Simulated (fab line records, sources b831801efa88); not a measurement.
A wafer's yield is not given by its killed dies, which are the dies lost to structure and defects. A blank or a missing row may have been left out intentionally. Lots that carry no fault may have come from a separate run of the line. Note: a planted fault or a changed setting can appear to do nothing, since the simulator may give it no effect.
Chamber matching || flow gf180mcu || pecvd-04 running GF_V1_CVD_02: 3 sister chambers
The step deposits SiO2 from TEOS, target thk 850 nm, time 94.851 s. 6 wafers are shown with their chamber, then 7 later ones without.

== WAFERS WITH THEIR CHAMBER ==
{"wafer": "L606.5", "chamber": 0, "heaterPowerOuterW (W)": 468, "heaterPowerW (W)": 669}
{"wafer": "L608.1", "chamber": 0, "heaterPowerOuterW (W)": 545, "heaterPowerW (W)": 792}
{"wafer": "L608.2", "chamber": 1, "heaterPowerOuterW (W)": 423, "heaterPowerW (W)": 702}
{"wafer": "L608.4", "chamber": 2, "heaterPowerOuterW (W)": 372, "heaterPowerW (W)": 612}
{"wafer": "L620.1", "chamber": 1, "heaterPowerOuterW (W)": 437, "heaterPowerW (W)": 703}
{"wafer": "L620.2", "chamber": 2, "heaterPowerOuterW (W)": 437, "heaterPowerW (W)": 675}

== WAFERS MISSING THEIR CHAMBER ==
{"wafer": "L620.3", "heaterPowerOuterW (W)": 590, "heaterPowerW (W)": 842}
{"wafer": "L622.4", "heaterPowerOuterW (W)": 421, "heaterPowerW (W)": 711}
{"wafer": "L622.5", "heaterPowerOuterW (W)": 319, "heaterPowerW (W)": 527}
{"wafer": "L622.6", "heaterPowerOuterW (W)": 565, "heaterPowerW (W)": 784}
{"wafer": "L623.2", "heaterPowerOuterW (W)": 554, "heaterPowerW (W)": 778}
{"wafer": "L623.4", "heaterPowerOuterW (W)": 342, "heaterPowerW (W)": 582}
{"wafer": "L623.6", "heaterPowerOuterW (W)": 408, "heaterPowerW (W)": 637}

== EACH ONE'S CHAMBER ==
{"wafer": "L620.3", "from the rows above": "can't be placed: 0 or 1", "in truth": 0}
{"wafer": "L622.4", "from the rows above": "can't be placed: 1 or 2 or 0", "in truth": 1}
{"wafer": "L622.5", "from the rows above": "can't be placed: 2 or 1", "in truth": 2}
{"wafer": "L622.6", "from the rows above": "can't be placed: 0 or 1", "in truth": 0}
{"wafer": "L623.2", "from the rows above": "can't be placed: 0 or 1", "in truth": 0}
{"wafer": "L623.4", "from the rows above": "can't be placed: 2 or 1", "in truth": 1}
{"wafer": "L623.6", "from the rows above": "can't be placed: 2 or 1", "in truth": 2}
0 of 7 placed correctly. Cannot be placed on the basis of these rows: 7; the candidates contain the true chamber in 7. Wrongly placed: 0.
How it was worked out, from the rows above alone: a wafer's distance from a chamber is the root of the sum, over the readings, of the square of ((its reading less the chamber's mean) divided by the reading's scatter). The wafer belongs to the nearest chamber; if the next one is less than 2 further off, it can't be placed. A chamber's mean is the mean of its shown wafers. The scatter: take each reading less its chamber's mean, square it, sum over the shown wafers, divide by the number of wafers less the number of chambers, and take the root.
